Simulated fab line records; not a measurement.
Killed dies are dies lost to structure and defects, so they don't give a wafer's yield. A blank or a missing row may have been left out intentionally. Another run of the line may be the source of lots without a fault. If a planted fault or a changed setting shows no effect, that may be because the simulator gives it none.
2 desks looking at one fault    flow gf180mcu    only its own numbers are on each desk; what lay behind them is given at the end

## AT THE METROLOGY DESK
Lot by lot, what the gauges showed, no matter which tool ran the lot: averages of those sampled wafers that carry a number. Any lot whose mean is over 4 standard deviations away from the usual mean is out of limits and marked OUT; that distance is given in the brackets.
Columns: A = VT_IMPLANT_2_TW at GF_VT_IMPLANT_TW_MEAS_21, usual 1200; B = VT_IMPLANT_02_OVL at GF_VT_IMPLANT_OVL_MEAS_29, usual -0.3 nm; C = cd nm at GF_POLY_GATE_CD_MEAS_10, usual 280.1 nm; D = cd nm at GF_HV_LDD_CD_MEAS_07, usual 400.2 nm
lot   first seen here  A     B     C                D
L738  day 6 17:29      1192  1.2   279.1            400.3
L740  day 7 07:03      1211  -0.6  280.6            398.6
L741  day 7 14:35      1194  -0.3  280.1            399.3
L742  day 7 19:31      1194  -1.7  282.3            399.0
L743  day 8 02:34      1199  -2.0  280.7            400.3
L744  day 8 07:42      1192  -0.1  280.0            403.4
L746  day 8 23:24      1205  -2.3  280.3            400.7
L747  day 9 00:45      1196  -0.5  280.0            399.9
L748  day 9 12:34      1197  1.1   278.1            400.2
L749  day 9 16:04      1208  -1.7  279.2            397.5
L751  day 10 08:24     1202  -0.0  280.9            397.7
L753  day 10 16:52     1204  0.6   279.4            402.7
L756  day 11 13:45     1205  0.1   295.4 (+13) OUT  401.9
L758  day 12 01:43     1194  1.1   293.6 (+11) OUT  397.5
This desk finds L756, L758 out of limits, L756 being first, at day 15 06:49 (cd nm at GF_POLY_GATE_CD_MEAS_10). L738, L740, L741, L742, L743, L744, L746, L747, L748, L749, L751, L753 stayed within limits.

## DESK OF THE TOOL OWNER: litho track-01
Per lot that ran on this tool, the mean of the sampled wafers carrying a number, from the tool's own readings at GF_POLY_GATE_SOFTBAKE_06 (time 60 s). Any lot whose mean is over 4 standard deviations away from the usual mean is out of limits and marked OUT; that distance is given in the brackets.
Columns: A = heater power total W at GF_POLY_GATE_SOFTBAKE_06, usual 93.05 W; B = plate temp C at GF_POLY_GATE_SOFTBAKE_06, usual 129.99 C
lot   first seen here  A                        B
L746  day 11 22:00     93.04                    130.12
L756  day 14 19:00     86.50 (-99 or more) OUT  123.13 (-53) OUT
L758  day 15 07:00     86.46 (-99 or more) OUT  122.88 (-55) OUT
This desk finds L756, L758 out of limits, L756 being first, at day 14 19:00 (heater power total W at GF_POLY_GATE_SOFTBAKE_06). L746 stayed within limits.

## PUT TOGETHER
At day 14 19:00, on L756, L758, the tool owner's desk was in a position to raise an alarm.
An alarm was possible from the metrology desk at day 15 06:49, on L756, L758.
The lots listed all ran GF_POLY_GATE_SOFTBAKE_06 on litho track-01.

## WHAT THE SIMULATOR HAD PUT IN
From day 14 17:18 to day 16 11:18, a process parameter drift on litho track-01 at GF_POLY_GATE_SOFTBAKE_06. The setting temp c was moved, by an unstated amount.
Shown lots that were struck: L756, L758.
Fault start to first reading out of limits, in hours, per desk: tool owner, 2; metrology, 14.
